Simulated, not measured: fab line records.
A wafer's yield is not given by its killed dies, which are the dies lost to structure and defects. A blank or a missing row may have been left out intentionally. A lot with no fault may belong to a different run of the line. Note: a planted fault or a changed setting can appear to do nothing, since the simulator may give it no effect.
What tool caused it? / flow gf180mcu / 36 wafers sampled from 13 lots at 1 step of a route of 602

== WHAT THE GAUGES READ, wafer by wafer ==
GF_STI_THK_MEAS_30. Usual: for STI_OXIDATION_02_THK the level is 10.03 nm and the standard deviation is 0.24.
lot=L934; measured=day 2 05:45; on=film-metro-01; STI_OXIDATION_02_THK (nm)=10.24 10.28 10.37; flag=
lot=L935; measured=day 2 11:41; on=film-metro-02; STI_OXIDATION_02_THK (nm)=10.41 10.51 10.66; flag=
lot=L938; measured=day 3 02:11; on=film-metro-01; STI_OXIDATION_02_THK (nm)=10.03 9.82 9.68; flag=
lot=L939; measured=day 3 08:00; on=film-metro-04; STI_OXIDATION_02_THK (nm)=9.59 9.76 9.81; flag=
lot=L940; measured=day 3 12:59; on=film-metro-04; STI_OXIDATION_02_THK (nm)=10.22 10.21 10.20; flag=
lot=L947; measured=day 5 02:38; on=film-metro-01; STI_OXIDATION_02_THK (nm)=9.96 9.87; flag=
lot=L948; measured=day 5 05:28; on=film-metro-02; STI_OXIDATION_02_THK (nm)=9.90 9.79; flag=
lot=L949; measured=day 5 14:49; on=film-metro-01; STI_OXIDATION_02_THK (nm)=10.07 10.33 10.20; flag=
lot=L950; measured=day 5 17:29; on=film-metro-04; STI_OXIDATION_02_THK (nm)=9.92 9.86; flag=
lot=L951; measured=day 5 21:34; on=film-metro-04; STI_OXIDATION_02_THK (nm)=10.10 9.89 10.08; flag=
lot=L954; measured=day 6 14:05; on=film-metro-04; STI_OXIDATION_02_THK (nm)=10.57 10.33 10.30; flag=
lot=L956; measured=day 7 00:50; on=film-metro-02; STI_OXIDATION_02_THK (nm)=10.36 10.16 10.22; flag=
lot=L957; measured=day 7 06:07; on=film-metro-01; STI_OXIDATION_02_THK (nm)=9.95 10.04 10.03; flag=

== EACH LOT AND THE TOOL THAT RAN IT (in order: tool; ch and the chambers of the sampled wafers; start) ==
Record: no process step prior to these readings.

== AS READ BY THE TOOLS THEMSELVES (means over the sampled wafers that have a number; for cases with no such wafer, the mark the record gives instead) ==
The record holds no such reading with a usual standard deviation.

== THE ANSWER, worked out from the rows above alone ==
Rule: a lot is off if the mean of its wafers that have a number lies more than 3 standard deviations from the usual mean. Also off: a lot with no number at a reading for which 4 or more lots have one. The other lots that the step has rows for count as sound. First the gauges in route order, then the tools' own readings, where a lot's mean is used as printed above. The first step at which some lot is off is used, and at that step the reading that is off furthest; a lot without a number counts as furthest.
None of the lots is off at any reading shown; this tells nothing.

== WHAT WAS PUT IN BY THE SIMULATOR ==
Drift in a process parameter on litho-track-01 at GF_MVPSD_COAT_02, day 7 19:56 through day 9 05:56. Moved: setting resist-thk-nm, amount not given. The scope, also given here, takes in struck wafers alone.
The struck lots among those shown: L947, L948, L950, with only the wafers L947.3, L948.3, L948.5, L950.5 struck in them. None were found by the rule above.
